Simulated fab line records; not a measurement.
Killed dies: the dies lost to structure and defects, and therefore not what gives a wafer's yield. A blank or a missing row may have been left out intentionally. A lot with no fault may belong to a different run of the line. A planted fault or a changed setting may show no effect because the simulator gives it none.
Struck lot and sound lot, side by side ; flow sky130 ; 14 out of 708 route steps
Sound: wafers L860.1, L860.4, L860.5. The struck wafers were L862.3, L862.5, L862.6. At the end, the cause is stated.
Each step with rows lists, per side, the tool, then ch with its chambers, then its first start. Under that, the readings that differ: sound wafers ; struck wafers ; difference of the means ; sigmas: that difference in standard deviations of wafers without a fault.
alike: a reading whose means differ by less than 2 such deviations, as well as words and numbers matching on both sides. not compared: withheld readings; readings where some wafer has no value; bounds like >300 that might hide an equal value; numbers whose values overlap and for which the record gives no deviation.
Wherever a step has rows on one side only, a row that says differs or no value, or a row with sigmas, the two part there. When numbers do not overlap yet have no deviation, they are printed without sigmas and do not part them. A reading that every wafer of one side lacks parts them only if that side has two wafers or more.

first, 4 steps without rows for these wafers: SKY_FIELD_ISO_CLEAN_19 (cleans in SC1/SC2, time 150 s); SKY_FIELD_ISO_CLEAN_20 (cleans in dHF, time 20 s); SKY_FIELD_ISO_WET_ETCH_21 (etches SiO2 in dHF, target depth 20 nm, time 400 s); SKY_FIELD_ISO_OXIDATION_22 (stabilise 600 s, purge 300 s, target thk 10 nm).
SKY_FIELD_ISO_THK_MEAS_23:
  struck on filmMetro-01, day 6 00:16; sound on filmMetro-01, day 5 14:37
  alike: FIELD_ISO_OXIDATION_01_THK
then, 1 step without rows for these wafers: SKY_FIELD_ISO_CVD_24 (deposits SiO2, target thk 595 nm, time 99.2 s).
SKY_FIELD_ISO_THK_MEAS_25:
  struck on filmMetro-02, day 6 00:24; sound on filmMetro-02, day 5 14:45
  alike: FIELD_ISO_CVD_24_THK
then, 1 step without rows for these wafers: SKY_FIELD_ISO_ANNEAL_26 (time 1800 s).
SKY_FIELD_ISO_CMP_27: polishes, stops on Si3N4, t overpolish 16 s, target thk 457.8 nm.
  sound on cmp-01 ch 2,3, day 5 17:38; struck on cmp-01 ch 0,1,2, day 6 02:05
  alike: edgeZonePressureFrac, motorCurrentA, overpolishRunS, platenRpm, timeToEndpointS
then, 3 steps without rows for these wafers: SKY_FIELD_ISO_WET_ETCH_28 (etches SiO2 in dHF, target depth 23.7 nm, time 47 s); SKY_FIELD_ISO_WET_ETCH_29 (etches Si3N4 in H3PO4, target depth 160 nm, time 1825 s); SKY_FIELD_ISO_WET_ETCH_30 (etches SiO2 in dHF, target depth 25 nm, time 50 s).
SKY_NWELL_CLEAN_00: cleans in SC1/SC2, time 150 s.
  sound on wetBench-02 ch 3, day 5 18:29; struck on wetBench-01 ch 0, day 6 02:51
  no value came back on the struck wafers for bathGuardTempC (C), bathHeatDutyPct (%), timeS (s); on the sound wafers bathGuardTempC (C) reads 69.8 70.4 70.2
then, 1 step without rows for these wafers: SKY_NWELL_OXIDATION_01 (stabilise 600 s, purge 300 s, target thk 10 nm).

## WHERE THEY PART
At SKY_NWELL_CLEAN_00 and nowhere else, as far as this record goes.

WHY: what had been put in by the simulator
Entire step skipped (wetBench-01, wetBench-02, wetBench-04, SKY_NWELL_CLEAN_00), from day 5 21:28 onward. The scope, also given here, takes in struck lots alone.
